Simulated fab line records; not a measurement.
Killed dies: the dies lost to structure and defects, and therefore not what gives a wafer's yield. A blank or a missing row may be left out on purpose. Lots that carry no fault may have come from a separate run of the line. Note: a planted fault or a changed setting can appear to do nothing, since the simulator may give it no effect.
fab line records    flow sky130
record: lots: 6  wafers: 17  last_day: 50
route steps=708 shown LI_CONTACT@371 LOCAL_INTERCONNECT@387 PAD_OPEN@708
lots that met no fault: from a run of the same line without faults
start_h: the number of hours between the record's first day and the start of the first shown wafer of the lot    wait_h: hours from the lot's prior step to this one    " same as the row above    L1.1+2: several wafers, shown together as one row    - value missing, or start not given    * or withheld: withheld    < > ~ a bound
route shown NAME@n: a module of which the file shows steps, and the number in the route of the first    usual: the fault-free wafers' mean and standard deviation    same: alike in all rows    chamber/n: place in a boat    sites: per-site readings    _std_site: how widely they spread, as a standard deviation    _edge_site: mean of outer sites minus mean of inner sites    radius_mm: for every site, how far away it sits from the centre of the wafer    mask NAME#n: copy n    behind: the last tool/chamber to shape the wafer    hold: reason for holding the lot/hours on hold/outcome of the hold    device: which transistor (n, p or np) failed to switch    end of line: tests run on the same wafers once the route is complete    step lacking rows: just its recipe    killed: not the wafer's yield, but the dies lost to structure and defects at the first sort    map: per-die view of a wafer (x killed, . not killed, _ where there is no die)
set.NAME: the setting that was run; set.NAME@STEP: the one run at that earlier step    model.NAME: the simulator's own value behind a step, which no gauge read
a table for each step, a row for each wafer; lots at some steps of the route
services: a tool's chamber out of use, with start hour (start_h, from the record's first day; less than 0 if before it), hours out, and reason
== steps ==
step: SKY_LI_CONTACT_EXPOSE_09
recipe: mask_id: LICM1  na: 0.8  source_shape: annular  sigma_inner: 0.55  sigma_outer: 0.85  target_cd_nm: 170  dose_mj: 38
step: SKY_LI_CONTACT_PEB_10
recipe: peb_temp_c: withheld  peb_time_s: withheld  resist: KrF-thick
step: SKY_LI_CONTACT_DEVELOP_11
recipe: develop_time_s: 60  resist: KrF-thick  dev_temp_c: 21
step: SKY_LI_CONTACT_CD_MEAS_12
recipe: target_cd_nm: 170
usual: cd_nm: 170.0/1.4
lot.wafer  tool       chamber  start_h  wait_h  cd_nm
L325.1     cd_sem-01  -        682.28   -       168.9
L325.2     "          -        "        "       170.3
L325.4     "          -        "        "       168.0
L328.2     cd_sem-01  -        718.55   -       170.4
L328.3     "          -        "        "       171.7
L328.5     "          -        "        "       171.8
L331.4     cd_sem-01  -        751.89   -       170.5
L331.5     "          -        "        "       171.8
L331.6     "          -        "        "       170.9
L333.1     cd_sem-01  -        769.38   -       168.5
L333.4     "          -        "        "       169.9
L344.3     cd_sem-01  -        827.32   -       171.1
L344.4     "          -        "        "       170.7
L344.5     "          -        "        "       171.3
L347.3     cd_sem-01  -        855.01   -       168.1
L347.5     "          -        "        "       166.7
L347.6     "          -        "        "       168.3
step: SKY_LI_CONTACT_OVL_MEAS_13
usual: LI_CONTACT_OVL: -1/4.9
lot.wafer  tool        chamber  start_h  wait_h  LI_CONTACT_OVL[nm]
L325.1     overlay-02  -        682.40   0.1     0
L325.2     "           -        "        "       -3
L325.4     "           -        "        "       -1
L328.2     overlay-01  -        718.66   0.1     -4
L328.3     "           -        "        "       -2
L328.5     "           -        "        "       -5
L331.4     overlay-02  -        751.97   0.1     -3
L331.5     "           -        "        "       -3
L331.6     "           -        "        "       -3
L333.1     overlay-01  -        769.50   0.1     0
L333.4     "           -        "        "       3
L344.3     overlay-01  -        827.41   0.1     6
L344.4     "           -        "        "       7
L344.5     "           -        "        "       14
L347.3     overlay-01  -        855.10   0.1     5
L347.5     "           -        "        "       3
L347.6     "           -        "        "       3
step: SKY_LI_CONTACT_ETCH_14
recipe: chemistry: N2/H2  target: BARC  ion_energy_ev: 200  source_w: 500  bias_w: 100  pressure_mtorr: 30  n2_flow_sccm: 100  h2_flow_sccm: 200  stop_on: SiO2  time_s: 45.9  target_depth_a: 600
step: SKY_LI_CONTACT_ETCH_15
recipe: target: PSG  chemistry: C4F8/O2/Ar  stop_on: Si  taper_deg: 4.15  mask_material: KrF-thick  source_w: 1500  bias_w: 1200  pressure_mtorr: 40  c4f8_flow_sccm: withheld  O2_flow_sccm: 6  Ar_flow_sccm: 300  time_s: withheld  target_depth_a: 6000
usual: oes_product_au: 0.837/0.0047  rf_fwd_power_W: 1492/5.2
lot.wafer  tool         chamber  start_h  wait_h  oes_product_au  rf_fwd_power_W
L325.1     rie_diel-02  3        682.48   0.0     0.833           1498
L325.2     "            1        "        "       0.836           1492
L325.4     "            0        "        "       0.835           1497
L328.2     rie_diel-01  2        718.73   0.0     0.842           1487
L328.3     "            1        "        "       0.842           1488
L328.5     "            2        "        "       0.845           1481
L331.4     rie_diel-03  2        752.03   0.0     0.837           1500
L331.5     "            3        "        "       0.843           1489
L331.6     "            0        "        "       0.834           1490
L333.1     rie_diel-02  0        769.58   0.0     0.847           1507
L333.4     "            2        "        "       0.832           1489
L344.3     rie_diel-02  3        827.48   0.0     0.845           1496
L344.4     "            0        "        "       0.834           1482
L344.5     "            0        "        "       0.836           1495
L347.3     rie_diel-03  1        855.17   0.0     0.839           1491
L347.5     "            1        "        "       0.842           1494
L347.6     "            0        "        "       0.846           1495
step: SKY_LI_CONTACT_STRIP_16
recipe: chemistry: O2/N2  power_w: 1400  pressure_mtorr: 1500  platen_temp_c: withheld  o2_flow_sccm: 3000  n2_flow_sccm: 300  overash_fraction: 0.5
usual: drypump_motor_current_A: 5.7/0.31  oes_product_au: 0.375/0.005  strip_time_to_endpoint_s: 3.494/0.03
lot.wafer  tool             chamber  start_h  wait_h  drypump_motor_current_A  oes_product_au  rf_hours_counter_h  strip_time_to_endpoint_s
L325.1     plasma_asher-03  1        682.57   -       5.8                      0.374           25                  3.529
L325.2     "                0        "        "       5.4                      0.368           25                  3.529
L325.4     "                1        "        "       5.8                      0.383           -                   3.559
L328.2     plasma_asher-01  1        718.82   -       5.8                      0.382           87                  3.507
L328.3     "                0        "        "       6.3                      0.369           -                   3.482
L328.5     "                0        "        "       6.3                      0.377           -                   3.520
L331.4     plasma_asher-04  1        752.15   -       5.3                      0.377           -                   3.466
L331.5     "                0        "        "       5.7                      0.372           -                   3.474
L331.6     "                1        "        "       5.3                      0.370           -                   3.456
L333.1     plasma_asher-01  0        769.67   -       6.3                      0.362           92                  3.473
L333.4     "                0        "        "       6.3                      0.376           -                   3.484
L344.3     plasma_asher-03  0        827.60   -       5.4                      0.371           -                   3.440
L344.4     "                1        "        "       5.8                      0.383           -                   3.479
L344.5     "                0        "        "       5.4                      0.382           -                   3.500
L347.3     plasma_asher-04  1        855.29   -       5.3                      0.376           -                   3.492
L347.5     "                1        "        "       5.3                      0.376           -                   3.487
L347.6     "                0        "        "       5.7                      0.378           -                   3.464
step: SKY_LI_CONTACT_CLEAN_17
recipe: chemistry: NMP  time_s: 600  temp_c: 60  dry: n2_spin
step: SKY_LI_CONTACT_PRE_CLEAN_18
recipe: gas: Ar  time_s: 5.6  bias_v: 358
step: SKY_LI_CONTACT_SPUTTER_19
recipe: material: Ti  target_thk_nm: 20  chamber_pressure_pa: 5  power_w: 2500  substrate_temp_c: 200  time_s: 106.37
usual: cathode_dc_power_W: 2500.0/0.49  throttle_valve_pct: 30.3/1.4
lot.wafer  tool            chamber  start_h  wait_h  cathode_dc_power_W  throttle_valve_pct
L325.1     pvd_sputter-04  -        682.88   0.0     2499.8              33.1
L325.2     "               -        "        "       2500.1              28.9
L325.4     "               -        "        "       2500.9              28.9
L328.2     pvd_sputter-04  -        719.11   0.0     2500.9              31.5
L328.3     "               -        "        "       2500.1              28.6
L328.5     "               -        "        "       2500.4              29.1
L331.4     pvd_sputter-01  -        752.41   0.0     2500.4              28.3
L331.5     "               -        "        "       2500.4              30.8
L331.6     "               -        "        "       2500.4              29.7
L333.1     pvd_sputter-04  -        770.02   0.0     2498.9              29.1
L333.4     "               -        "        "       2499.5              29.2
L344.3     pvd_sputter-02  -        827.86   0.0     2499.8              28.6
L344.4     "               -        "        "       2498.9              32.1
L344.5     "               -        "        "       2500.9              31.1
L347.3     pvd_sputter-02  -        855.57   0.0     2500.0              30.4
L347.5     "               -        "        "       2499.6              31.1
L347.6     "               -        "        "       2499.4              30.5
step: SKY_LI_CONTACT_SPUTTER_20
recipe: material: TiN  target_thk_nm: 20  chamber_pressure_pa: 5  power_w: 4000  time_s: 80
usual: cathode_dc_power_W: 4000.0/0.77  throttle_valve_pct: 30.3/1.4
lot.wafer  tool            chamber  start_h  wait_h  cathode_dc_power_W  throttle_valve_pct
L325.1     pvd_sputter-04  -        682.95   0.0     4000.9              32.9
L325.2     "               -        "        "       3999.7              28.9
L325.4     "               -        "        "       4000.1              28.9
L328.2     pvd_sputter-04  -        719.19   0.0     3999.0              31.4
L328.3     "               -        "        "       4001.4              28.8
L328.5     "               -        "        "       4000.3              29.1
L331.4     pvd_sputter-01  -        752.49   0.0     4000.7              28.0
L331.5     "               -        "        "       4000.2              30.6
L331.6     "               -        "        "       3999.4              30.1
L333.1     pvd_sputter-04  -        770.09   0.0     4000.3              29.0
L333.4     "               -        "        "       4000.8              29.0
L344.3     pvd_sputter-02  -        827.94   0.0     3998.8              29.1
L344.4     "               -        "        "       3998.9              32.0
L344.5     "               -        "        "       4000.2              30.8
L347.3     pvd_sputter-02  -        855.64   0.0     4000.4              30.4
L347.5     "               -        "        "       3999.6              30.7
L347.6     "               -        "        "       3998.9              30.3
step: SKY_LI_CONTACT_CVD_21
recipe: material: W  target_thk_nm: 400  time_s: 120.56  temp_c: 400  pressure_torr: 40
usual: heater_power_w: 816/38  susceptor_temp_C: 399.97/0.24
lot.wafer  tool      chamber  start_h  wait_h  heater_power_w  susceptor_temp_C  model.W_of_LI_CONTACT_CVD_21.thk_nm
L325.1     cvd_w-02  0        683.02   0.0     867             400.22            397.2
L325.2     "         0        "        "       858             400.38            400
L325.4     "         0        "        "       870             400.46            396.7
L328.2     cvd_w-01  0        719.25   0.0     764             400.19            403.6
L328.3     "         0        "        "       759             399.84            399.1
L328.5     "         1        "        "       823             399.64            400.9
L331.4     cvd_w-01  1        752.59   0.1     890             406.43            448.7
L331.5     "         1        "        "       860             406.18            445.7
L331.6     "         0        "        "       759             399.95            408.2
L333.1     cvd_w-01  1        770.15   0.0     874             406.47            444.8
L333.4     "         1        "        "       881             406.20            445.7
L344.3     cvd_w-01  1        828.04   0.1     807             400.15            395.6
L344.4     "         0        "        "       773             399.88            401.1
L344.5     "         1        "        "       835             399.87            399
L347.3     cvd_w-02  1        855.74   0.1     797             399.97            397.1
L347.5     "         0        "        "       879             399.94            389.8
L347.6     "         1        "        "       785             400.06            394.8
step: SKY_LI_CONTACT_RS_MEAS_22
recipe: thk_meas_gauge: four-point-probe  reads: W_of_LI_CONTACT_CVD_21+TiN_of_LI_CONTACT_SPUTTER_20+Ti_of_LI_CONTACT_SPUTTER_19
usual: LI_CONTACT_W_RS: 0.285/0.0031
lot.wafer  tool           chamber  start_h  wait_h  LI_CONTACT_W_RS[ohm/sq]
L325.1     film_metro-02  -        683.27   0.2     0.286
L325.2     "              -        "        "       0.284
L325.4     "              -        "        "       0.286
L328.2     film_metro-02  -        719.39   0.1     0.281
L328.3     "              -        "        "       0.285
L328.5     "              -        "        "       0.283
L331.4     film_metro-03  -        752.73   0.1     0.254
L331.5     "              -        "        "       0.255
L331.6     "              -        "        "       0.279
L333.1     film_metro-02  -        770.28   0.1     0.255
L333.4     "              -        "        "       0.254
L344.3     film_metro-03  -        828.16   0.1     0.288
L344.4     "              -        "        "       0.283
L344.5     "              -        "        "       0.284
L347.3     film_metro-03  -        855.87   0.1     0.287
L347.5     "              -        "        "       0.292
L347.6     "              -        "        "       0.288
step: SKY_LI_CONTACT_THK_MEAS_23
recipe: thk_meas_gauge: xrf  reads: W_of_LI_CONTACT_CVD_21
usual: LI_CONTACT_W_THK: 413/7.9
lot.wafer  tool           chamber  start_h  wait_h  LI_CONTACT_W_THK[nm]
L325.1     film_metro-02  -        683.39   0.1     401
L325.2     "              -        "        "       399
L325.4     "              -        "        "       400
L328.2     film_metro-02  -        719.50   0.1     410
L328.3     "              -        "        "       404
L328.5     "              -        "        "       405
L331.4     film_metro-03  -        752.82   0.1     478
L331.5     "              -        "        "       475
L331.6     "              -        "        "       433
L333.1     film_metro-02  -        770.40   0.1     452
L333.4     "              -        "        "       455
L344.3     film_metro-03  -        828.26   0.1     413
L344.4     "              -        "        "       418
L344.5     "              -        "        "       416
L347.3     film_metro-03  -        855.97   0.1     421
L347.5     "              -        "        "       408
L347.6     "              -        "        "       415
step: SKY_LI_CONTACT_CMP_24
recipe: stop_on: PSG  t_overpolish_s: 20  down_force_psi: 3.5  platen_rpm: 60  target_thk_nm: 0  pad_velocity_m_s: 0.94248
usual: motor_current_A: 11.3/1.4  time_to_endpoint_s: 97/3.8
lot.wafer  tool    chamber  start_h  wait_h  motor_current_A  time_to_endpoint_s
L325.4     cmp-02  1        683.54   0.1     13.2             94
L325.1     "       2        "        "       12.3             91
L325.2     "       3        "        "       11.9             95
L328.2     cmp-01  2        719.60   0.1     12.8             101
L328.3     "       3        "        "       9.2              104
L328.5     "       2        "        "       12.8             99
L331.4     cmp-01  2        753.15   0.3     12.8             110
L331.5     "       1        "        "       11.2             109
L331.6     "       2        "        "       12.1             101
L333.1     cmp-01  0        770.51   0.1     9.6              109
L333.4     "       1        "        "       12.1             112
L344.4     cmp-02  0        828.30   0.0     11.1             95
L344.3     "       3        "        "       11.9             95
L344.5     "       0        "        "       11.4             99
L347.3     cmp-01  0        856.10   0.1     9.3              91
L347.6     "       0        "        "       9.2              90
L347.5     "       1        "        "       11.7             90
step: SKY_LOCAL_INTERCONNECT_SPUTTER_00
recipe: material: TiN  target_thk_nm: 100  temp_c: 300  power_w: 6500  time_s: 83.3  chamber_pressure_pa: 0.4
usual: cathode_dc_power_W: 6499.9/1.4  throttle_valve_pct: 30.2/1.4
lot.wafer  tool            chamber  start_h  wait_h  cathode_dc_power_W  throttle_valve_pct
L325.1     pvd_sputter-04  -        683.79   0.1     6502.8              29.1
L325.2     "               -        "        "       6499.8              31.4
L325.4     "               -        "        "       6501.3              28.8
L328.2     pvd_sputter-02  -        719.85   0.2     6500.5              30.5
L328.3     "               -        "        "       6499.7              31.0
L328.5     "               -        "        "       6500.6              28.9
L331.4     pvd_sputter-02  -        753.40   0.2     6498.2              29.0
L331.5     "               -        "        "       6499.7              32.1
L331.6     "               -        "        "       6499.5              28.7
L333.1     pvd_sputter-04  -        770.81   0.2     6499.5              29.2
L333.4     "               -        "        "       6498.1              32.6
L344.3     pvd_sputter-03  -        828.60   0.1     6502.7              30.1
L344.4     "               -        "        "       6499.0              28.3
L344.5     "               -        "        "       6499.6              29.9
L347.3     pvd_sputter-04  -        856.40   0.2     6500.8              28.8
L347.5     "               -        "        "       6500.4              31.2
L347.6     "               -        "        "       6501.1              29.2
step: SKY_PAD_OPEN_PROBE_99
usual: killed_at_M0_to_M3: 42/6.2  killed_at_M4_up: 3.0/1.8  killed_at_contacts: 25/5.9  killed_at_front_end: 15/4.5  killed_at_other: 0.2/0.45  killed_dies: 85/9.9  killed_open: 47/6.7  killed_short: 39/6.4
same: gross_dies: 492  killed_at_back_side: 0
lot.wafer  tool       chamber  start_h  wait_h  killed_at_M0_to_M3  killed_at_M4_up  killed_at_contacts  killed_at_front_end  killed_at_other  killed_dies  killed_open  killed_short
L331.4     prober-02  -        1133.20  0.2     40                  3                23                  19                   0                85           48           37
L331.5     prober-02  -        1133.25  0.2     41                  3                21                  20                   0                85           53           32
L331.6     prober-02  -        1133.30  0.2     38                  3                22                  16                   0                79           48           31
killed by level:class
L331.4 LI_CONTACT:geometric_particle:open=10 METAL1:geometric_particle:short=10 POLY_GATE:geometric_particle:open=9 VIA2:geometric_particle:open=6 VIA3:geometric_particle:open=5 LOCAL_INTERCONNECT:geometric_particle:short=5 VIA1:geometric_particle:open=5 CONTACT:geometric_particle:short=4
L331.5 VIA1:geometric_particle:open=13 POLY_GATE:geometric_particle:open=9 CONTACT:geometric_particle:open=7 VIA2:geometric_particle:open=6 LI_CONTACT:geometric_particle:open=5 CONTACT:geometric_particle:short=5 FIELD_ISO:geometric_particle:open=4 POLY_GATE:geometric_particle:short=4
L331.6 VIA1:geometric_particle:open=12 CONTACT:geometric_particle:open=11 POLY_GATE:geometric_particle:open=7 VIA2:geometric_particle:open=5 POLY_GATE:geometric_particle:short=4 LI_CONTACT:geometric_particle:open=4 METAL3:geometric_particle:short=4 LOCAL_INTERCONNECT:geometric_particle:short=3
== services ==
tool             chamber  start_h  hours  kind
cvd_w-01         -        660.80   14.6   pm
cvd_w-02         1        675.92   17.5   repair
rie_diel-03      2        679.96   5.7    repair
plasma_asher-04  -        683.79   3.6    repair
plasma_asher-03  -        692.89   1.5    repair
cmp-02           -        700.20   0.3    repair
cvd_w-01         -        716.66   1.9    repair
cmp-02           -        728.68   2.6    repair
pvd_sputter-01   -        733.14   7.9    repair
rie_diel-03      1        733.46   12.6   repair
cmp-02           -        737.89   6.6    repair
cmp-02           -        744.49   4.0    pm
cmp-02           -        750.70   5.4    pm
pvd_sputter-01   -        768.24   0.6    repair
cmp-02           -        784.72   1.5    repair
rie_diel-03      0        796.75   4.4    repair
pvd_sputter-02   -        797.67   4.1    repair
cvd_w-01         -        799.95   2.8    pm
plasma_asher-04  -        801.13   14.6   pm
rie_diel-02      0        816.98   3.0    repair
pvd_sputter-02   -        817.51   1.0    repair
pvd_sputter-01   -        819.52   3.0    repair
cmp-01           -        831.57   1.0    repair
cvd_w-01         0        851.44   5.0    repair
== key ==
first_sign: step: SKY_LI_CONTACT_CVD_21  reading: susceptor_temp_C  direction: up  sigmas: 27  usual: *  struck: *
effect: step: SKY_LI_CONTACT_RS_MEAS_22  reading: LI_CONTACT_W_RS  direction: down  sigmas: 9.5  usual: 0.285  struck: 0.255
effect: step: SKY_LI_CONTACT_THK_MEAS_23  reading: LI_CONTACT_W_THK  direction: up  sigmas: 6.6  usual: 413  struck: 465
effect: step: SKY_LI_CONTACT_CMP_24  reading: time_to_endpoint_s  direction: up  sigmas: 3.3  usual: *  struck: *
model_effect: step: SKY_LI_CONTACT_CVD_21  value: W_of_LI_CONTACT_CVD_21.thk_nm  without: 400.1  struck: 446.2
met_at SKY_LI_CONTACT_CVD_21
struck_wafers L331.4,L331.5,L333.1,L333.4
rows_end L333.1,L333.4
tester_left_out L331
onset_between 719.25 752.59
fault: kind: process_parameter_drift  tool: cvd_w-01  chamber: 1  onset_h: 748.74  steps: SKY_LI_CONTACT_CVD_21  channel: temp_c  offset: *  shape: step  end_h: 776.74  acts_in: *  stated: *
tester_left_out: of these lots the tester's yield and bins aren't shown, on N5 and GAA mostly nor the transistor test; their killed dies are dies lost to structure and defects alone, not to doping, threshold or leakage, so they don't give the yield
rows_end: these wafers met a further fault down the route, and their rows from its step on are left out
